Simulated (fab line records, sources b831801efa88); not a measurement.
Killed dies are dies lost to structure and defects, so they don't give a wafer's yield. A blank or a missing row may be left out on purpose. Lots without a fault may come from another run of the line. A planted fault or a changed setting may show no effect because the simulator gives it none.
fab line records | flow sky130
record lots=5 wafers=15 last_day=50
route steps=708 shown LDD_HVN@267 LDD_HVP@278 LDD_LDN@289 SPACER@304
lots that met no fault: from a run of the same line without faults
start_h: hours from the record's first day to the start of the lot's first wafer shown | wait_h: hours since the lot's step before | " the same as in the row above | L1.1+2: a row that stands for several wafers | - no value, or no start given | * or withheld: withheld | < > ~ a bound
route shown NAME@n: a module of which the file shows steps, and the number in the route of the first | usual: mean/standard deviation of fault-free wafers | same: alike in all rows | chamber/n: place in a boat | sites: the reading at each site | _std_site: their standard deviation | _edge_site: outer sites' mean less inner sites' | radius_mm: how far each site lies from the wafer's centre | mask NAME#n: copy n | behind: the tool/chamber that last shaped the wafer | hold: why the lot was held/for how many hours/how that ended | device: the transistor (n, p or np) that didn't switch | end of line: the same wafers' tests at the end of the route | a step without rows: its recipe alone | killed: dies lost to structure and defects at the first sort, not the wafer's yield | map: a wafer's dies, x killed, . not, _ none there
set.NAME: the setting as run; set.NAME@STEP: as run at that earlier step | model.NAME: the simulator's own value behind a step, which no gauge read
lots at some steps of the route; a table a step, a row a wafer
services: from which hour (start_h, from the record's first day; less than 0 if before it) a tool's chamber was out of use, for how many hours, and why
## steps
# step SKY_LDD_HVN_DEHYDRATE_00
# recipe temp_c=200 time_s=60
# columns lot.wafer tool chamber start_h wait_h
L076.3+4+5 litho_track-01 0 465.75 16.2
L077.2+3+5 litho_track-04 0 485.01 15.0
L084.2+4+6 litho_track-04 0 544.66 14.3
L094.1+2+6 litho_track-04 0 629.98 14.3
L095.1+3+4 litho_track-01 0 635.75 14.4
# step SKY_LDD_HVN_HMDS_01
# recipe prime_time_s=60 prime_temp_c=120
# columns lot.wafer tool chamber start_h wait_h
L076.3+4+5 litho_track-01 0 465.90 0.1
L077.2+3+5 litho_track-04 0 485.16 0.1
L084.2+4+6 litho_track-04 0 544.81 0.1
L094.1+2+6 litho_track-04 0 630.13 0.1
L095.1+3+4 litho_track-01 0 635.90 0.1
# step SKY_LDD_HVN_COAT_02
# recipe resist=NOVOLAK spin_rpm=3000 resist_thk_nm=300
# usual dispense_pressure_kPa=51/3.6
# columns lot.wafer tool chamber start_h wait_h dispense_pressure_kPa
L076.3 litho_track-01 0 466.05 0.1 51
L076.4 " 0 " " 51
L076.5 " 0 " " 51
L077.2 litho_track-04 0 485.31 0.1 47
L077.3 " 0 " " 47
L077.5 " 0 " " 47
L084.2 litho_track-04 0 544.96 0.1 47
L084.4 " 0 " " 47
L084.6 " 0 " " 47
L094.1 litho_track-04 0 630.28 0.1 47
L094.2 " 0 " " 47
L094.6 " 0 " " 47
L095.1 litho_track-01 0 636.05 0.1 51
L095.3 " 0 " " 51
L095.4 " 0 " " 51
# step SKY_LDD_HVN_SOFTBAKE_03
# recipe temp_c=90 time_s=60 resist=NOVOLAK
# columns lot.wafer tool chamber start_h wait_h
L076.3+4+5 litho_track-01 0 466.20 0.1
L077.2+3+5 litho_track-04 0 485.46 0.1
L084.2+4+6 litho_track-04 0 545.11 0.1
L094.1+2+6 litho_track-04 0 630.43 0.1
L095.1+3+4 litho_track-01 0 636.20 0.1
# step SKY_LDD_HVN_EXPOSE_04
# recipe mask_id=HVNTM na=0.6 source_shape=conventional sigma_outer=0.6 polarization=unpolarized target_cd_nm=700 dose_mj=127
# usual exposure_dose_mJ_cm2=126.97/0.15 stage_vel_mm_s=499.99/0.26
# columns lot.wafer tool chamber start_h wait_h mask exposure_dose_mJ_cm2 stage_vel_mm_s
L076.3 iline_stepper-01 0 - - HVNTM#0 127.08 500.39
L076.4 " 0 " " HVNTM#0 126.90 499.81
L076.5 " 0 " " HVNTM#0 126.83 499.54
L077.2 iline_stepper-01 0 - - HVNTM#0 126.98 500.19
L077.3 " 0 " " HVNTM#0 127.07 500.16
L077.5 " 0 " " HVNTM#0 126.79 500.42
L084.2 iline_stepper-01 0 - - HVNTM#0 126.99 500.17
L084.4 " 0 " " HVNTM#0 126.84 500.07
L084.6 " 0 " " HVNTM#0 126.74 500.26
L094.1 iline_stepper-01 0 - - HVNTM#0 127.12 500.44
L094.2 " 0 " " HVNTM#0 127.01 500.07
L094.6 " 0 " " HVNTM#0 126.91 499.98
L095.1 iline_stepper-01 0 - - HVNTM#0 126.80 499.83
L095.3 " 0 " " HVNTM#0 126.86 500.46
L095.4 " 0 " " HVNTM#0 126.93 500.04
# step SKY_LDD_HVN_PEB_05
# recipe temp_c=withheld time_s=* resist=NOVOLAK
# columns lot.wafer tool chamber start_h wait_h
L076.3+4+5 litho_track-02 0 - -
L077.2+3+5 litho_track-01 0 - -
L084.2+4+6 litho_track-02 0 - -
L094.1+2+6 litho_track-01 0 - -
L095.1+3+4 litho_track-02 0 - -
# step SKY_LDD_HVN_DEVELOP_06
# recipe resist=NOVOLAK developer=TMAH develop_time_s=60 dev_temp_c=23
# columns lot.wafer tool chamber start_h wait_h
L076.3+4+5 litho_track-02 0 481.46 0.1
L077.2+3+5 litho_track-01 0 501.02 0.1
L084.2+4+6 litho_track-02 0 560.44 0.1
L094.1+2+6 litho_track-01 0 645.15 0.1
L095.1+3+4 litho_track-02 0 651.21 0.1
# step SKY_LDD_HVN_OVL_MEAS_07
# usual LDD_HVN_OVL=0.2/1.3
# columns lot.wafer tool chamber start_h wait_h LDD_HVN_OVL[nm]
L076.3 overlay-02 - 481.58 0.1 -0.5
L076.4 " - " " -0.4
L076.5 " - " " -0.7
L077.2 overlay-01 - 501.16 0.1 -0.1
L077.3 " - " " 1.0
L077.5 " - " " 1.6
L084.2 overlay-02 - 560.57 0.1 -1.5
L084.4 " - " " 1.1
L084.6 " - " " 0.6
L094.1 overlay-01 - 645.30 0.1 -0.7
L094.2 " - " " -1.3
L094.6 " - " " -1.0
L095.1 overlay-02 - 651.36 0.1 1.3
L095.3 " - " " 0.8
L095.4 " - " " 0.8
# step SKY_LDD_HVN_IMPLANT_08
# recipe species=P energy_kev=60 dose_cm2=3e+13 tilt_deg=40
# usual beam_energy_keV=60.005/0.02 beam_on_s=10.02/0.21
# columns lot.wafer tool chamber start_h wait_h beam_energy_keV beam_on_s
L076.3 implanter-03 0 481.65 0.1 60.004 10.13
L076.4 " 0 " " 60.036 9.55
L076.5 " 0 " " 60.013 10.06
L077.2 implanter-03 0 501.21 0.0 60.033 10.21
L077.3 " 0 " " 60.049 10.29
L077.5 " 0 " " 59.984 9.93
L084.2 implanter-03 0 560.62 0.0 60.005 10.00
L084.4 " 0 " " 60.022 9.96
L084.6 " 0 " " 59.954 10.16
L094.1 implanter-02 0 645.34 0.0 60.039 10.21
L094.2 " 0 " " 59.986 10.42
L094.6 " 0 " " 59.971 10.10
L095.1 implanter-02 0 651.40 0.0 59.964 9.89
L095.3 " 0 " " 59.967 9.77
L095.4 " 0 " " 59.962 9.70
# step SKY_LDD_HVN_STRIP_09
# recipe chemistry=O2/N2 power_w=1400 pressure_mtorr=1500 platen_temp_c=withheld o2_flow_sccm=3000 n2_flow_sccm=300 overash_fraction=0.5
# usual drypump_motor_current_A=5.6/0.42 o2_flow_sccm=2998/8.9 oes_product_au=0.409/0.0048 strip_time_to_endpoint_s=4.138/0.017
# columns lot.wafer tool chamber start_h wait_h drypump_motor_current_A o2_flow_sccm oes_product_au rf_hours_counter_h strip_time_to_endpoint_s
L076.3 plasma_asher-04 0 481.78 0.1 5.0 2991 0.408 - 4.142
L076.4 " 1 " " 6.3 2989 0.408 - 4.138
L076.5 " 1 " " 6.3 2998 0.413 - 4.140
L077.2 plasma_asher-03 1 501.34 0.1 5.8 3008 0.418 76 4.124
L077.3 " 0 " " 5.5 3014 0.407 - 4.125
L077.5 " 1 " " 5.8 2990 0.403 - 4.118
L084.2 plasma_asher-03 1 560.75 0.1 5.8 3005 0.404 82 4.146
L084.4 " 0 " " 5.6 3004 0.413 - 4.160
L084.6 " 0 " " 5.5 2997 0.414 - 4.141
L094.1 plasma_asher-03 0 645.49 0.1 5.6 3003 0.413 90 4.126
L094.2 " 1 " " 5.8 2996 0.404 90 4.156
L094.6 " 1 " " 5.8 3012 0.411 - 4.152
L095.1 plasma_asher-03 0 651.55 0.1 5.5 2988 0.400 91 4.120
L095.3 " 0 " " 5.5 3000 0.407 - 4.121
L095.4 " 1 " " 5.8 2983 0.413 - 4.120
# step SKY_LDD_HVN_TW_MEAS_10
# usual LDD_HVN_TW=1444/8.9
# columns lot.wafer tool chamber start_h wait_h LDD_HVN_TW
L076.3 film_metro-03 - 481.87 0.1 1431
L076.4 " - " " 1431
L076.5 " - " " 1434
L077.2 film_metro-01 - 501.45 0.1 1442
L077.3 " - " " 1448
L077.5 " - " " 1447
L084.2 film_metro-03 - 560.86 0.1 1438
L084.4 " - " " 1439
L084.6 " - " " 1440
L094.1 film_metro-01 - 645.59 0.1 1453
L094.2 " - " " 1449
L094.6 " - " " 1441
L095.1 film_metro-01 - 651.65 0.1 1450
L095.3 " - " " 1453
L095.4 " - " " 1447
# step SKY_LDD_HVP_DEHYDRATE_00
# recipe temp_c=200 time_s=60
# columns lot.wafer tool chamber start_h wait_h
L076.3+4+5 litho_track-02 0 497.56 15.7
L077.2+3+5 litho_track-02 0 516.79 15.3
L084.2+4+6 litho_track-02 0 575.54 14.7
L094.1+2+6 litho_track-03 0 659.36 13.8
L095.1+3+4 litho_track-03 0 665.06 13.4
# step SKY_LDD_HVP_HMDS_01
# recipe prime_time_s=60 prime_temp_c=120
# columns lot.wafer tool chamber start_h wait_h
L076.3+4+5 litho_track-02 0 497.71 0.1
L077.2+3+5 litho_track-02 0 516.94 0.1
L084.2+4+6 litho_track-02 0 575.69 0.1
L094.1+2+6 litho_track-03 0 659.51 0.1
L095.1+3+4 litho_track-03 0 665.21 0.1
# step SKY_LDD_HVP_COAT_02
# recipe resist=NOVOLAK spin_rpm=3000 resist_thk_nm=300
# same dispense_pressure_kPa=56
# columns lot.wafer tool chamber start_h wait_h
L076.3+4+5 litho_track-02 0 497.86 0.1
L077.2+3+5 litho_track-02 0 517.09 0.1
L084.2+4+6 litho_track-02 0 575.84 0.1
L094.1+2+6 litho_track-03 0 659.66 0.1
L095.1+3+4 litho_track-03 0 665.36 0.1
# step SKY_LDD_HVP_SOFTBAKE_03
# recipe temp_c=90 time_s=60 resist=NOVOLAK
# columns lot.wafer tool chamber start_h wait_h
L076.3+4+5 litho_track-02 0 498.01 0.1
L077.2+3+5 litho_track-02 0 517.24 0.1
L084.2+4+6 litho_track-02 0 575.99 0.1
L094.1+2+6 litho_track-03 0 659.81 0.1
L095.1+3+4 litho_track-03 0 665.51 0.1
# step SKY_LDD_HVP_EXPOSE_04
# recipe mask_id=HVPTM na=0.6 source_shape=conventional sigma_outer=0.6 polarization=unpolarized target_cd_nm=700 dose_mj=86
# usual exposure_dose_mJ_cm2=86.01/0.097 stage_vel_mm_s=499.93/0.26
# columns lot.wafer tool chamber start_h wait_h mask exposure_dose_mJ_cm2 stage_vel_mm_s
L076.3 iline_stepper-02 0 - - HVPTM#0 85.97 499.85
L076.4 " 0 " " HVPTM#0 86.12 499.88
L076.5 " 0 " " HVPTM#0 86.15 499.42
L077.2 iline_stepper-01 0 - - HVPTM#0 85.99 499.61
L077.3 " 0 " " HVPTM#0 86.02 500.08
L077.5 " 0 " " HVPTM#0 85.95 500.18
L084.2 iline_stepper-02 0 - - HVPTM#0 85.90 499.85
L084.4 " 0 " " HVPTM#0 86.07 500.10
L084.6 " 0 " " HVPTM#0 86.03 499.93
L094.1 iline_stepper-02 0 - - HVPTM#0 86.10 499.41
L094.2 " 0 " " HVPTM#0 86.08 499.67
L094.6 " 0 " " HVPTM#0 86.10 500.00
L095.1 iline_stepper-01 0 - - HVPTM#0 85.84 499.76
L095.3 " 0 " " HVPTM#0 86.01 499.57
L095.4 " 0 " " HVPTM#0 85.97 499.63
# step SKY_LDD_HVP_PEB_05
# recipe temp_c=withheld time_s=* resist=NOVOLAK
# columns lot.wafer tool chamber start_h wait_h
L076.3+4+5 litho_track-04 0 - -
L077.2+3+5 litho_track-04 0 - -
L084.2+4+6 litho_track-03 0 - -
L094.1+2+6 litho_track-03 0 - -
L095.1+3+4 litho_track-02 0 - -
# step SKY_LDD_HVP_DEVELOP_06
# recipe resist=NOVOLAK developer=TMAH develop_time_s=60 dev_temp_c=23
# columns lot.wafer tool chamber start_h wait_h
L076.3+4+5 litho_track-04 0 512.98 0.1
L077.2+3+5 litho_track-04 0 532.81 0.1
L084.2+4+6 litho_track-03 0 590.83 0.1
L094.1+2+6 litho_track-03 0 674.21 0.1
L095.1+3+4 litho_track-02 0 679.76 0.1
# step SKY_LDD_HVP_OVL_MEAS_07
# usual LDD_HVP_OVL=0.3/1.3
# columns lot.wafer tool chamber start_h wait_h LDD_HVP_OVL[nm]
L076.3 overlay-01 - 513.09 0.1 0.5
L076.4 " - " " 1.3
L076.5 " - " " 0.4
L077.2 overlay-02 - 532.94 0.1 1.2
L077.3 " - " " 2.4
L077.5 " - " " -0.1
L084.2 overlay-02 - 590.96 0.1 -0.7
L084.4 " - " " -1.0
L084.6 " - " " -1.1
L094.1 overlay-01 - 674.36 0.1 2.0
L094.2 " - " " -0.1
L094.6 " - " " -0.2
L095.1 overlay-01 - 679.91 0.1 0.0
L095.3 " - " " -1.3
L095.4 " - " " 1.6
# step SKY_LDD_HVP_IMPLANT_08
# recipe species=B energy_kev=20 dose_cm2=1.7e+13 tilt_deg=17.9
# usual beam_energy_keV=20.001/0.0074 beam_on_s=10.02/0.2
# columns lot.wafer tool chamber start_h wait_h beam_energy_keV beam_on_s
L076.3 implanter-03 0 513.17 0.1 20.002 10.09
L076.4 " 0 " " 19.991 10.01
L076.5 " 0 " " 20.007 9.71
L077.2 implanter-02 0 532.99 0.0 20.004 10.18
L077.3 " 0 " " 20.004 10.12
L077.5 " 0 " " 20.004 9.84
L084.2 implanter-04 0 591.02 0.0 19.994 9.84
L084.4 " 0 " " 19.993 10.25
L084.6 " 0 " " 19.994 9.65
L094.1 implanter-04 0 674.39 0.0 20.007 10.03
L094.2 " 0 " " 19.994 9.92
L094.6 " 0 " " 20.012 9.78
L095.1 implanter-02 0 679.95 0.0 20.001 9.83
L095.3 " 0 " " 20.019 9.84
L095.4 " 0 " " 20.008 9.91
# step SKY_LDD_HVP_STRIP_09
# recipe chemistry=O2/N2 power_w=1400 pressure_mtorr=1500 platen_temp_c=withheld o2_flow_sccm=3000 n2_flow_sccm=300 overash_fraction=0.5
# usual drypump_motor_current_A=5.6/0.38 o2_flow_sccm=3000/8.8 oes_product_au=0.409/0.0042 strip_time_to_endpoint_s=4.140/0.017
# columns lot.wafer tool chamber start_h wait_h drypump_motor_current_A o2_flow_sccm oes_product_au rf_hours_counter_h strip_time_to_endpoint_s
L076.3 plasma_asher-03 0 513.30 0.1 5.5 2997 0.416 - 4.136
L076.4 " 1 " " 5.8 3009 0.413 - 4.129
L076.5 " 0 " " 5.6 2984 0.408 - 4.115
L077.2 plasma_asher-01 0 533.12 0.1 5.0 3009 0.407 10 4.148
L077.3 " 0 " " 5.0 3003 0.409 - 4.154
L077.5 " 1 " " 6.1 2993 0.403 - 4.133
L084.2 plasma_asher-03 1 591.14 0.1 5.8 3008 0.405 85 4.091
L084.4 " 1 " " 5.8 3003 0.415 - 4.147
L084.6 " 0 " " 5.5 2996 0.399 - 4.130
L094.1 plasma_asher-01 0 674.54 0.1 5.0 3004 0.407 24 4.125
L094.2 " 1 " " 6.1 3009 0.409 24 4.131
L094.6 " 0 " " 5.0 3004 0.404 - 4.158
L095.1 plasma_asher-01 0 680.10 0.1 5.0 2998 0.408 25 4.158
L095.3 " 0 " " 5.0 2988 0.408 - 4.161
L095.4 " 1 " " 6.1 3007 0.415 - 4.136
# step SKY_LDD_HVP_TW_MEAS_10
# usual LDD_HVP_TW=456.8/2.4
# columns lot.wafer tool chamber start_h wait_h LDD_HVP_TW
L076.3 film_metro-04 - 513.39 0.1 452.3
L076.4 " - " " 456.8
L076.5 " - " " 456.8
L077.2 film_metro-04 - 533.23 0.1 461.0
L077.3 " - " " 459.3
L077.5 " - " " 458.4
L084.2 film_metro-03 - 591.25 0.1 457.9
L084.4 " - " " 457.1
L084.6 " - " " 458.7
L094.1 film_metro-04 - 674.64 0.1 459.6
L094.2 " - " " 457.7
L094.6 " - " " 457.8
L095.1 film_metro-03 - 680.20 0.1 459.1
L095.3 " - " " 456.6
L095.4 " - " " 458.4
# step SKY_LDD_LDN_DEHYDRATE_00
# recipe temp_c=200 time_s=60
# columns lot.wafer tool chamber start_h wait_h
L076.3+4+5 litho_track-03 0 528.46 15.1
L077.2+3+5 litho_track-02 0 547.74 14.5
L084.2+4+6 litho_track-03 0 605.98 14.7
L094.1+2+6 litho_track-01 0 688.35 13.7
L095.1+3+4 litho_track-02 0 693.61 13.4
# step SKY_LDD_LDN_HMDS_01
# recipe prime_time_s=60 prime_temp_c=120
# columns lot.wafer tool chamber start_h wait_h
L076.3+4+5 litho_track-03 0 528.61 0.1
L077.2+3+5 litho_track-02 0 547.89 0.1
L084.2+4+6 litho_track-03 0 606.13 0.1
L094.1+2+6 litho_track-01 0 688.50 0.1
L095.1+3+4 litho_track-02 0 693.76 0.1
# step SKY_LDD_LDN_COAT_02
# recipe resist=NOVOLAK spin_rpm=3000 resist_thk_nm=1140
# usual dispense_pressure_kPa=55.2/2
# columns lot.wafer tool chamber start_h wait_h dispense_pressure_kPa
L076.3 litho_track-03 0 528.76 0.1 56.3
L076.4 " 0 " " 56.3
L076.5 " 0 " " 56.3
L077.2 litho_track-02 0 548.04 0.1 56.3
L077.3 " 0 " " 56.2
L077.5 " 0 " " 56.3
L084.2 litho_track-03 0 606.28 0.1 56.4
L084.4 " 0 " " 56.4
L084.6 " 0 " " 56.4
L094.1 litho_track-01 0 688.65 0.1 51.3
L094.2 " 0 " " 51.4
L094.6 " 0 " " 51.3
L095.1 litho_track-02 0 693.91 0.1 56.3
L095.3 " 0 " " 56.3
L095.4 " 0 " " 56.3
# step SKY_LDD_LDN_SOFTBAKE_03
# recipe temp_c=90 time_s=60 resist=NOVOLAK
# columns lot.wafer tool chamber start_h wait_h
L076.3+4+5 litho_track-03 0 528.91 0.1
L077.2+3+5 litho_track-02 0 548.19 0.1
L084.2+4+6 litho_track-03 0 606.43 0.1
L094.1+2+6 litho_track-01 0 688.80 0.1
L095.1+3+4 litho_track-02 0 694.06 0.1
# step SKY_LDD_LDN_EXPOSE_04
# recipe mask_id=LDNTM na=0.6 source_shape=conventional sigma_outer=0.6 polarization=unpolarized target_cd_nm=700 dose_mj=140
# usual exposure_dose_mJ_cm2=140.04/0.13 stage_vel_mm_s=499.97/0.26
# columns lot.wafer tool chamber start_h wait_h mask exposure_dose_mJ_cm2 stage_vel_mm_s
L076.3 iline_stepper-01 0 - - LDNTM#0 140.01 500.10
L076.4 " 0 " " LDNTM#0 139.86 499.83
L076.5 " 0 " " LDNTM#0 139.95 499.89
L077.2 iline_stepper-02 0 - - LDNTM#0 140.05 499.57
L077.3 " 0 " " LDNTM#0 140.02 499.62
L077.5 " 0 " " LDNTM#0 140.00 499.80
L084.2 iline_stepper-02 0 - - LDNTM#0 140.25 499.80
L084.4 " 0 " " LDNTM#0 140.11 500.03
L084.6 " 0 " " LDNTM#0 140.04 500.27
L094.1 iline_stepper-02 0 - - LDNTM#0 140.24 499.60
L094.2 " 0 " " LDNTM#0 140.18 499.56
L094.6 " 0 " " LDNTM#0 140.28 499.70
L095.1 iline_stepper-01 0 - - LDNTM#0 139.91 499.74
L095.3 " 0 " " LDNTM#0 139.89 500.06
L095.4 " 0 " " LDNTM#0 139.90 499.95
# step SKY_LDD_LDN_PEB_05
# recipe temp_c=withheld time_s=* resist=NOVOLAK
# columns lot.wafer tool chamber start_h wait_h
L076.3+4+5 litho_track-01 0 - -
L077.2+3+5 litho_track-02 0 - -
L084.2+4+6 litho_track-02 0 - -
L094.1+2+6 litho_track-02 0 - -
L095.1+3+4 litho_track-02 0 - -
# step SKY_LDD_LDN_DEVELOP_06
# recipe resist=NOVOLAK developer=TMAH develop_time_s=60 dev_temp_c=23
# columns lot.wafer tool chamber start_h wait_h
L076.3+4+5 litho_track-01 0 543.90 0.1
L077.2+3+5 litho_track-02 0 564.24 0.1
L084.2+4+6 litho_track-02 0 621.89 0.1
L094.1+2+6 litho_track-02 0 703.16 0.1
L095.1+3+4 litho_track-02 0 708.11 0.1
# step SKY_LDD_LDN_OVL_MEAS_07
# usual LDD_LDN_OVL=-0.5/1.2
# columns lot.wafer tool chamber start_h wait_h LDD_LDN_OVL[nm]
L076.3 overlay-02 - 544.01 0.1 0.2
L076.4 " - " " 0.5
L076.5 " - " " -0.6
L077.2 overlay-01 - 564.37 0.1 -2.4
L077.3 " - " " -0.3
L077.5 " - " " -0.7
L084.2 overlay-01 - 622.02 0.1 -2.5
L084.4 " - " " -2.3
L084.6 " - " " -1.1
L094.1 overlay-01 - 703.31 0.1 -1.3
L094.2 " - " " 0.4
L094.6 " - " " -1.3
L095.1 overlay-01 - 708.26 0.1 -1.0
L095.3 " - " " 0.5
L095.4 " - " " -1.9
# step SKY_LDD_LDN_IMPLANT_08
# recipe species=As energy_kev=15 dose_cm2=1.25e+13 tilt_deg=withheld rotation_deg=23
# usual beam_energy_keV=15.000/0.0043 beam_on_s=9.99/0.19
# columns lot.wafer tool chamber start_h wait_h beam_energy_keV beam_on_s
L076.3 implanter-01 0 544.08 0.1 14.998 10.10
L076.4 " 0 " " 14.998 9.62
L076.5 " 0 " " 15.006 10.09
L077.2 implanter-02 0 564.42 0.0 15.000 9.84
L077.3 " 0 " " 14.997 9.97
L077.5 " 0 " " 14.997 10.04
L084.2 implanter-04 0 622.07 0.0 15.003 9.83
L084.4 " 0 " " 15.006 9.91
L084.6 " 0 " " 14.993 10.03
L094.1 implanter-02 0 703.35 0.0 15.000 10.20
L094.2 " 0 " " 14.997 9.87
L094.6 " 0 " " 15.002 9.95
L095.1 implanter-01 0 708.30 0.0 15.001 10.05
L095.3 " 0 " " 14.996 10.04
L095.4 " 0 " " 15.002 10.17
# step SKY_LDD_LDN_IMPLANT_09
# recipe species=As energy_kev=15 dose_cm2=1.25e+13 tilt_deg=withheld rotation_deg=113
# usual beam_energy_keV=15.000/0.0048 beam_on_s=10.03/0.18
# columns lot.wafer tool chamber start_h wait_h beam_energy_keV beam_on_s
L076.3 implanter-01 0 544.23 0.1 14.998 10.37
L076.4 " 0 " " 15.001 9.80
L076.5 " 0 " " 15.001 10.05
L077.2 implanter-02 0 564.57 0.1 14.994 10.01
L077.3 " 0 " " 15.005 9.94
L077.5 " 0 " " 14.998 9.87
L084.2 implanter-04 0 622.22 0.1 15.000 9.86
L084.4 " 0 " " 15.000 9.98
L084.6 " 0 " " 15.002 9.92
L094.1 implanter-02 0 703.50 0.1 15.007 9.55
L094.2 " 0 " " 14.994 9.99
L094.6 " 0 " " 15.000 10.30
L095.1 implanter-01 0 708.45 0.1 15.000 9.93
L095.3 " 0 " " 15.001 10.20
L095.4 " 0 " " 15.007 9.95
# step SKY_LDD_LDN_IMPLANT_10
# recipe species=As energy_kev=15 dose_cm2=1.25e+13 tilt_deg=withheld rotation_deg=203
# usual beam_energy_keV=15.000/0.0048 beam_on_s=10.02/0.21
# columns lot.wafer tool chamber start_h wait_h beam_energy_keV beam_on_s
L076.3 implanter-01 0 544.38 0.1 15.000 10.18
L076.4 " 0 " " 14.999 9.67
L076.5 " 0 " " 15.000 9.75
L077.2 implanter-02 0 564.72 0.1 14.989 9.90
L077.3 " 0 " " 15.000 10.26
L077.5 " 0 " " 14.991 10.03
L084.2 implanter-04 0 622.37 0.1 15.002 10.44
L084.4 " 0 " " 15.005 10.15
L084.6 " 0 " " 15.004 9.96
L094.1 implanter-02 0 703.65 0.1 14.989 10.06
L094.2 " 0 " " 14.999 10.23
L094.6 " 0 " " 15.004 10.15
L095.1 implanter-01 0 708.60 0.1 14.995 9.87
L095.3 " 0 " " 15.008 9.74
L095.4 " 0 " " 14.998 10.25
# step SKY_LDD_LDN_IMPLANT_11
# recipe species=As energy_kev=15 dose_cm2=1.25e+13 tilt_deg=withheld rotation_deg=293
# usual beam_energy_keV=15.000/0.0043 beam_on_s=10.00/0.22
# columns lot.wafer tool chamber start_h wait_h beam_energy_keV beam_on_s
L076.3 implanter-01 0 544.53 0.1 15.002 9.97
L076.4 " 0 " " 15.004 9.97
L076.5 " 0 " " 14.993 9.86
L077.2 implanter-02 0 564.87 0.1 15.000 9.61
L077.3 " 0 " " 15.001 10.13
L077.5 " 0 " " 14.999 9.69
L084.2 implanter-04 0 622.52 0.1 15.000 10.06
L084.4 " 0 " " 15.010 9.69
L084.6 " 0 " " 15.004 10.32
L094.1 implanter-02 0 703.80 0.1 15.003 10.19
L094.2 " 0 " " 14.997 10.03
L094.6 " 0 " " 15.005 10.08
L095.1 implanter-01 0 708.75 0.1 14.998 9.99
L095.3 " 0 " " 15.001 9.82
L095.4 " 0 " " 14.995 10.08
# step SKY_LDD_LDN_STRIP_12
# recipe chemistry=O2/N2 power_w=1400 pressure_mtorr=1500 platen_temp_c=withheld o2_flow_sccm=3000 n2_flow_sccm=300 overash_fraction=0.5
# usual drypump_motor_current_A=5.6/0.56 o2_flow_sccm=3001/12 oes_product_au=0.716/0.0046 strip_time_to_endpoint_s=14.19/0.037
# columns lot.wafer tool chamber start_h wait_h drypump_motor_current_A o2_flow_sccm oes_product_au rf_hours_counter_h strip_time_to_endpoint_s
L076.3 plasma_asher-04 0 544.67 0.1 5.1 2993 0.718 - 14.14
L076.4 " 1 " " 6.4 3003 0.711 - 14.18
L076.5 " 1 " " 6.3 2999 0.714 - 14.20
L077.2 plasma_asher-01 0 565.00 0.1 5.0 3009 0.707 13 14.15
L077.3 " 0 " " 5.0 3006 0.720 - 14.14
L077.5 " 0 " " 5.0 2986 0.711 - 14.16
L084.2 plasma_asher-04 0 622.65 0.1 5.0 3003 0.723 79 14.20
L084.4 " 1 " " 6.3 2990 0.721 - 14.15
L084.6 " 1 " " 6.3 2990 0.711 - 14.18
L094.1 plasma_asher-04 0 703.95 0.1 5.0 2996 0.722 88 14.18
L094.2 " 1 " " 6.3 3005 0.721 88 14.18
L094.6 " 0 " " 5.0 2999 0.716 - 14.17
L095.1 plasma_asher-04 1 708.90 0.1 6.3 2999 0.709 88 14.15
L095.3 " 1 " " 6.3 2995 0.722 - 14.14
L095.4 " 0 " " 5.0 3013 0.715 - 14.18
# step SKY_LDD_LDN_TW_MEAS_13
# usual LDD_LDN_TW=1491/7.4
# columns lot.wafer tool chamber start_h wait_h LDD_LDN_TW
L076.3 film_metro-01 - 544.75 0.1 1502
L076.4 " - " " 1497
L076.5 " - " " 1499
L077.2 film_metro-04 - 565.11 0.1 1499
L077.3 " - " " 1494
L077.5 " - " " 1493
L084.2 film_metro-01 - 622.76 0.1 1504
L084.4 " - " " 1510
L084.6 " - " " 1492
L094.1 film_metro-03 - 704.05 0.1 1478
L094.2 " - " " 1479
L094.6 " - " " 1486
L095.1 film_metro-01 - 709.00 0.1 1505
L095.3 " - " " 1495
L095.4 " - " " 1502
# step SKY_LDD_LDN_CLEAN_14
# recipe chemistry=SC1/SC2 mix=1:4:20 temp_c=70 time_s=150 dry=n2_spin
# columns lot.wafer tool chamber start_h wait_h
L076.3+4+5 wet_bench-03 3 544.79 0.0
L077.2+3+5 wet_bench-03 2 565.16 0.0
L084.2+4+6 wet_bench-01 3 622.81 0.0
L094.1+2+6 wet_bench-02 1 704.11 0.1
L095.1+3+4 wet_bench-03 3 709.06 0.1
# step SKY_SPACER_CVD_00
# recipe material=Si3N4 precursor=DCS/NH3 target_thk_nm=43.1 temp_c=770 time_s=740 pressure_mtorr=250
# usual susceptor_temp_C=769.9/0.36
# columns lot.wafer tool chamber start_h wait_h susceptor_temp_C
L076.3 lpcvd-02 1 546.02 1.2 770.3
L076.4 " 1 " " 769.9
L076.5 " 1 " " 769.6
L077.2 lpcvd-02 0 565.21 0.0 769.7
L077.3 " 0 " " 770.0
L077.5 " 0 " " 769.6
L084.2 lpcvd-02 0 622.86 0.0 770.5
L084.4 " 0 " " 770.0
L084.6 " 0 " " 770.2
L094.1 lpcvd-02 1 704.16 0.0 770.4
L094.2 " 1 " " 769.9
L094.6 " 1 " " 770.1
L095.1 lpcvd-02 1 710.30 1.2 769.9
L095.3 " 1 " " 769.7
L095.4 " 1 " " 769.5
# step SKY_SPACER_THK_MEAS_01
# recipe reads=Si3N4_of_SPACER_CVD_00
# usual SPACER_CVD_00_THK=43.2/0.39
# columns lot.wafer tool chamber start_h wait_h SPACER_CVD_00_THK[nm]
L076.3 film_metro-02 - 547.25 0.0 42.5
L076.4 " - " " 43.0
L076.5 " - " " 43.0
L077.2 film_metro-04 - 567.03 0.0 43.4
L077.3 " - " " 43.3
L077.5 " - " " 43.4
L084.2 film_metro-04 - 624.07 0.0 43.4
L084.4 " - " " 43.4
L084.6 " - " " 43.5
L094.1 film_metro-02 - 705.36 0.0 43.2
L094.2 " - " " 43.3
L094.6 " - " " 42.7
L095.1 film_metro-04 - 711.51 0.0 42.9
L095.3 " - " " 42.7
L095.4 " - " " 42.9
## services
# columns tool chamber start_h hours kind
implanter-03 - 445.41 8.0 repair
implanter-04 - 463.25 4.5 pm
implanter-03 - 467.99 7.8 repair
lpcvd-02 - 473.30 0.6 repair
plasma_asher-04 - 491.31 12.9 repair
implanter-02 - 497.56 2.0 repair
plasma_asher-01 - 502.49 1.0 repair
implanter-03 - 503.27 4.7 pm
implanter-01 - 506.35 4.4 pm
implanter-02 - 510.53 3.9 repair
iline_stepper-02 - 511.27 3.3 repair
iline_stepper-02 - 533.89 1.7 pm
implanter-03 - 565.56 3.8 repair
implanter-03 - 567.38 3.9 repair
implanter-01 - 586.52 4.8 pm
implanter-01 - 602.39 4.2 repair
implanter-01 - 608.59 4.3 repair
implanter-02 - 635.89 6.2 pm
implanter-04 - 635.98 5.2 repair
iline_stepper-01 - 646.45 1.7 pm
implanter-01 - 660.80 1.2 repair
plasma_asher-03 - 662.96 4.0 repair
plasma_asher-03 - 674.01 1.2 repair
lpcvd-02 - 682.11 2.8 pm
## key
fault none
